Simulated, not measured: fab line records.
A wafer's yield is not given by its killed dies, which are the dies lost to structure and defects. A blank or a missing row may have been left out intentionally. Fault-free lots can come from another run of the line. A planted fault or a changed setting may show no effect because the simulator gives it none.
Matching of chambers / flow sky130 / cmp-02 running SKY_VIA2_CMP_02: 4 sister chambers
The step polishes SiO2. 18 wafers are shown with their chamber, then 9 later ones without.

WAFERS PAIRED WITH THEIR CHAMBERS
wafer=L766.1; chamber=1; motor-current-A (A)=11.3; slurry-flow-ml-min=150.3; platen-rpm (rpm)=59.98
wafer=L766.2; chamber=0; motor-current-A (A)=12.3; slurry-flow-ml-min=150.7; platen-rpm (rpm)=59.95
wafer=L766.3; chamber=2; motor-current-A (A)=12.8; slurry-flow-ml-min=149.7; platen-rpm (rpm)=60.03
wafer=L769.1; chamber=3; motor-current-A (A)=12.2; slurry-flow-ml-min=149.9; platen-rpm (rpm)=60.07
wafer=L769.4; chamber=1; motor-current-A (A)=11.8; slurry-flow-ml-min=150.7; platen-rpm (rpm)=60.00
wafer=L769.6; chamber=3; motor-current-A (A)=11.8; slurry-flow-ml-min=150.0; platen-rpm (rpm)=60.00
wafer=L770.1; chamber=0; motor-current-A (A)=11.9; slurry-flow-ml-min=150.0; platen-rpm (rpm)=60.07
wafer=L770.3; chamber=2; motor-current-A (A)=12.7; slurry-flow-ml-min=149.4; platen-rpm (rpm)=59.98
wafer=L770.4; chamber=3; motor-current-A (A)=11.8; slurry-flow-ml-min=149.7; platen-rpm (rpm)=59.98
wafer=L776.2; chamber=1; motor-current-A (A)=12.0; slurry-flow-ml-min=150.4; platen-rpm (rpm)=59.94
wafer=L776.3; chamber=0; motor-current-A (A)=11.6; slurry-flow-ml-min=150.1; platen-rpm (rpm)=60.03
wafer=L776.4; chamber=3; motor-current-A (A)=12.1; slurry-flow-ml-min=149.5; platen-rpm (rpm)=59.95
wafer=L777.1; chamber=3; motor-current-A (A)=12.0; slurry-flow-ml-min=150.3; platen-rpm (rpm)=59.98
wafer=L777.2; chamber=1; motor-current-A (A)=11.9; slurry-flow-ml-min=149.7; platen-rpm (rpm)=59.98
wafer=L777.4; chamber=2; motor-current-A (A)=12.8; slurry-flow-ml-min=149.7; platen-rpm (rpm)=59.98
wafer=L780.1; chamber=2; motor-current-A (A)=13.7; slurry-flow-ml-min=149.8; platen-rpm (rpm)=59.98
wafer=L780.2; chamber=1; motor-current-A (A)=12.4; slurry-flow-ml-min=150.0; platen-rpm (rpm)=60.04
wafer=L780.6; chamber=0; motor-current-A (A)=11.7; slurry-flow-ml-min=149.9; platen-rpm (rpm)=60.09

SIGNATURES, as means of the wafers listed above
reading=motor-current-A; chamber 0=11.875; chamber 1=11.880; chamber 2=13.000; chamber 3=11.980; scatter within a chamber=0.349
reading=slurry-flow-ml-min; chamber 0=150.175; chamber 1=150.220; chamber 2=149.650; chamber 3=149.880; scatter within a chamber=0.32
reading=platen-rpm; chamber 0=60.0350; chamber 1=59.9880; chamber 2=59.9925; chamber 3=59.9960; scatter within a chamber=0.0437
Rule: a wafer lies at a distance from a chamber equal to the root of the sum of squares, over the readings, of (its reading less the chamber's mean, divided by the reading's scatter). The wafer belongs to the nearest chamber; if the next one is less than 2 further off, it can't be placed. The scatter: the root of (the sum of the squares of (reading less its chamber's mean) over the shown wafers, divided by (wafers less chambers)).

WAFERS WHOSE CHAMBER IS MISSING
wafer=L782.1; motor-current-A (A)=12.9; slurry-flow-ml-min=150.4; platen-rpm (rpm)=59.98
wafer=L782.3; motor-current-A (A)=12.4; slurry-flow-ml-min=150.4; platen-rpm (rpm)=60.00
wafer=L782.4; motor-current-A (A)=11.9; slurry-flow-ml-min=149.7; platen-rpm (rpm)=59.98
wafer=L781.1; motor-current-A (A)=11.1; slurry-flow-ml-min=149.3; platen-rpm (rpm)=60.01
wafer=L781.2; motor-current-A (A)=12.2; slurry-flow-ml-min=149.6; platen-rpm (rpm)=59.95
wafer=L781.4; motor-current-A (A)=11.7; slurry-flow-ml-min=150.4; platen-rpm (rpm)=59.95
wafer=L783.1; motor-current-A (A)=12.6; slurry-flow-ml-min=150.8; platen-rpm (rpm)=59.98
wafer=L783.5; motor-current-A (A)=12.7; slurry-flow-ml-min=149.8; platen-rpm (rpm)=60.02
wafer=L783.6; motor-current-A (A)=11.3; slurry-flow-ml-min=151.0; platen-rpm (rpm)=59.96

WHICH CHAMBER EACH ONE RAN IN
wafer=L782.1; from the rows above=can't be placed: 2 or 1 or 3 or 0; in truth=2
wafer=L782.3; from the rows above=can't be placed: 1 or 0 or 3 or 2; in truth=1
wafer=L782.4; from the rows above=can't be placed: 3 or 1 or 0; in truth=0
wafer=L781.1; from the rows above=can't be placed: 3 or 0 or 1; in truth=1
wafer=L781.2; from the rows above=can't be placed: 3 or 1 or 2 or 0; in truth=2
wafer=L781.4; from the rows above=can't be placed: 1 or 3 or 0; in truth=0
wafer=L783.1; from the rows above=can't be placed: 1 or 0 or 3 or 2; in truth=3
wafer=L783.5; from the rows above=can't be placed: 2 or 3 or 0 or 1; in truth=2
wafer=L783.6; from the rows above=can't be placed: 1 or 0 or 3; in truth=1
Correctly placed: 0 of 9. Not placeable from these rows: 9 (in 9, the candidates include the true chamber). Placed wrongly: 0.
